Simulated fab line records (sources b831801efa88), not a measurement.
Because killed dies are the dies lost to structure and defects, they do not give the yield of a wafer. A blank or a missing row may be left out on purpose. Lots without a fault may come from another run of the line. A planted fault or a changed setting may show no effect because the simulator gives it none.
Which of the tools did it? | flow gf180mcu | 14 lots, 42 wafers sampled, at 5 steps of a route of 602

== WHAT EACH GAUGE READ, for each wafer ==
GF_VT_IMPLANT_OVL_MEAS_29. Usual: VT_IMPLANT_02_OVL typically reads -1.5 nm, with standard deviation 1.2.
lot  | measured     | on         | VT_IMPLANT_02_OVL (nm) | flag
L630 | day 7 11:57  | overlay-02 | -3.8 -2.2 -1.1         | 
L631 | day 7 17:07  | overlay-01 | 0.1 -1.7 -0.2          | 
L632 | day 7 23:10  | overlay-01 | -1.4 -0.9 1.2          | 
L633 | day 8 05:30  | overlay-02 | -2.0 -1.2 -2.0         | 
L636 | day 9 00:11  | overlay-01 | -0.8 -2.3 -1.7         | 
L643 | day 10 21:15 | overlay-02 | -2.7 -2.3 -4.6         | 
L644 | day 11 05:48 | overlay-02 | -0.7 -1.3 -2.3         | 
L645 | day 11 12:07 | overlay-02 | -3.3 -2.0 -3.0         | 
L646 | day 11 18:30 | overlay-02 | -3.3 -3.1 -1.8         | 
L647 | day 12 00:46 | overlay-02 | -0.4 -1.2 -3.1         | 
L648 | day 12 09:08 | overlay-02 | -0.3 -1.0 -2.3         | 
L649 | day 12 14:31 | overlay-02 | 0.7 -1.2 -3.8          | 
L650 | day 13 01:22 | overlay-01 | -1.6 -0.2 -3.8         | 
L651 | day 13 02:08 | overlay-01 | -2.2 -1.1 -1.5         | 

GF_DUAL_GATE_THK_MEAS_03. Usual: DUAL_GATE_OXIDATION_00_THK typically reads 10.81 nm, with standard deviation 0.21.
lot  | measured     | on           | DUAL_GATE_OXIDATION_00_THK (nm) | flag
L630 | day 8 09:10  | filmMetro-03 | 10.82 10.81 10.75               | 
L631 | day 8 12:59  | filmMetro-03 | 10.45 10.59 10.58               | 
L632 | day 8 20:47  | filmMetro-03 | 17.30 17.23 17.27               | OFF
L633 | day 9 03:49  | filmMetro-02 | 17.61 17.45 17.30               | OFF
L636 | day 9 22:21  | filmMetro-04 | 10.82 11.01 10.77               | 
L643 | day 11 20:20 | filmMetro-03 | 16.99 17.12 17.13               | OFF
L644 | day 12 05:17 | filmMetro-02 | 10.93 10.83 10.73               | 
L645 | day 12 09:20 | filmMetro-02 | 10.74 10.73 10.77               | 
L646 | day 12 16:46 | filmMetro-02 | 11.46 11.35 11.46               | 
L647 | day 12 23:22 | filmMetro-02 | 10.85 10.92 10.85               | 
L648 | day 13 08:17 | filmMetro-04 | 11.03 10.95 11.05               | 
L649 | day 13 14:27 | filmMetro-04 | 10.81 10.87 10.76               | 
L650 | day 14 00:00 | filmMetro-04 | 10.67 10.65 10.87               | 
L651 | day 14 01:26 | filmMetro-04 | 10.87 10.97 10.72               | 

GF_POLY_GATE_OVL_MEAS_11. Usual: POLY_GATE_OVL typically reads -5 nm, with standard deviation 5.4.
lot  | measured     | on         | POLY_GATE_OVL (nm) | flag
L630 | day 9 22:01  | overlay-02 | 3 -14 3            | 
L631 | day 10 02:13 | overlay-02 | -11 -11 -17        | 
L632 | day 10 07:50 | overlay-01 | -4 -1 5            | 
L633 | day 10 17:10 | overlay-01 | 5 0 5              | 
L636 | day 11 18:16 | overlay-01 | -12 -12 -12        | 
L643 | day 13 12:57 | overlay-01 | -4 -1 1            | 
L644 | day 14 00:25 | overlay-01 | -7 -1 -6           | 
L645 | day 14 05:10 | overlay-02 | 2 -13 -11          | 
L646 | day 14 14:07 | overlay-01 | 3 0 -1             | 
L647 | day 14 19:41 | overlay-01 | -3 0 -4            | 
L648 | day 15 05:58 | overlay-01 | -6 -3 3            | 
L649 | day 15 11:17 | overlay-02 | -6 -14 -9          | 
L650 | day 15 22:19 | overlay-02 | 0 -13 -6           | 
L651 | day 16 00:55 | overlay-02 | -15 -13 -9         | 

GF_POLY_GATE_THK_MEAS_17. Usual: POLY_GATE_OXIDATION_THK typically reads 3.96 nm, with standard deviation 0.095.
lot  | measured     | on           | POLY_GATE_OXIDATION_THK (nm) | flag
L630 | day 9 23:37  | filmMetro-01 | 3.86 3.94 3.89               | 
L631 | day 10 03:46 | filmMetro-02 | 3.95 3.91 3.89               | 
L632 | day 10 12:16 | filmMetro-04 | 4.01 4.01 3.99               | 
L633 | day 10 21:59 | filmMetro-04 | 3.94 3.93 3.96               | 
L636 | day 11 19:53 | filmMetro-04 | 3.80 3.78 3.85               | 
L643 | day 13 15:43 | filmMetro-02 | 4.04 4.01 3.95               | 
L644 | day 14 02:17 | filmMetro-04 | 3.98 4.01 4.00               | 
L645 | day 14 07:59 | filmMetro-04 | 4.05 4.05 4.09               | 
L646 | day 14 15:46 | filmMetro-01 | 4.05 4.00 4.06               | 
L647 | day 14 21:14 | filmMetro-01 | 4.11 4.13 4.08               | 
L648 | day 15 08:01 | filmMetro-01 | 4.11 4.14 4.11               | 
L649 | day 15 12:59 | filmMetro-04 | 3.98 3.94 3.95               | 
L650 | day 15 23:52 | filmMetro-04 | 3.73 3.85 3.82               | 
L651 | day 16 02:28 | filmMetro-04 | 3.81 3.89 3.83               | 

== TOOL THAT RAN EACH LOT (tool first, then ch and the chambers of the sampled wafers, then the start) ==
lot  | GF_DUAL_GATE_OXIDATION_02
L630 | furnace-02 ch 0, day 8 07:42
L631 | furnace-02 ch 0, day 8 11:32
L632 | furnace-02 ch 0, day 8 16:43 and furnace-01 ch 0, day 8 19:18
L633 | furnace-01 ch 0, day 8 23:31 and furnace-02 ch 0, day 9 02:20
L636 | furnace-01 ch 0, day 9 20:55
L643 | furnace-01 ch 0, day 11 17:16
L644 | furnace-02 ch 0, day 12 03:50
L645 | furnace-01 ch 0, day 12 07:52
L646 | furnace-02 ch 0, day 12 15:19
L647 | furnace-02 ch 0, day 12 21:54
L648 | furnace-02 ch 0, day 13 06:50
L649 | furnace-02 ch 0, day 13 13:00
L650 | furnace-01 ch 0, day 13 22:32
L651 | furnace-01 ch 0, day 13 23:59
- GF_DUAL_GATE_OXIDATION_02: stabilise 600 s, purge 300 s, target thk 10.887 nm.

== WHAT THE TOOLS THEMSELVES READ (means of the sampled wafers that have a number; where no wafer has one, the mark that the record gives instead) ==
GF_DUAL_GATE_OXIDATION_02. Usual: spikeTcTopC 910.3 C, standard deviation 1.2; zonePowerCentrePct 20.1 %, standard deviation 1.3.
lot  | tool                  | spikeTcTopC (C) | zonePowerCentrePct (%) | flag
L630 | furnace-02            | 910.1           | 21.7                   | 
L631 | furnace-02            | 910.1           | 21.5                   | 
L632 | furnace-02/furnace-01 | 910.4           | 20.3                   | 
L633 | furnace-01/furnace-02 | 910.2           | 20.3                   | 
L636 | furnace-01            | 911.0           | 19.0                   | 
L643 | furnace-01            | 910.5           | 18.8                   | 
L644 | furnace-02            | 909.2           | 21.6                   | 
L645 | furnace-01            | 910.7           | 18.8                   | 
L646 | furnace-02            | 909.6           | 21.4                   | 
L647 | furnace-02            | 910.4           | 21.5                   | 
L648 | furnace-02            | 908.8           | 21.7                   | 
L649 | furnace-02            | 910.8           | 21.3                   | 
L650 | furnace-01            | 910.0           | 18.8                   | 
L651 | furnace-01            | 910.6           | 19.0                   | 

== THE ANSWER, worked out from the rows above alone ==
Rule: a lot counts as off when the mean over its wafers that have a number is more than 3 standard deviations away from the usual mean. Also off: a lot with no number at a reading for which 4 or more lots have one. The other lots that the step has rows for count as sound. Order of review: gauges by route order, followed by the tools' own readings, for which a lot's mean as printed above is used. At the first step where some lot is off, the reading lying furthest off is the one used; lots without a number count as furthest.
Off: L632, L633, L643, seen at GF_DUAL_GATE_THK_MEAS_03 (DUAL_GATE_OXIDATION_00_THK).
If a tool, at a process step before that reading, ran all the lots that are off and no sound lot after the first of them, it fits. Those tools and the gauges at GF_DUAL_GATE_THK_MEAS_03 are tried in the same way. Of those tried, none fits.

== WHAT THE SIMULATOR HAD PUT IN ==
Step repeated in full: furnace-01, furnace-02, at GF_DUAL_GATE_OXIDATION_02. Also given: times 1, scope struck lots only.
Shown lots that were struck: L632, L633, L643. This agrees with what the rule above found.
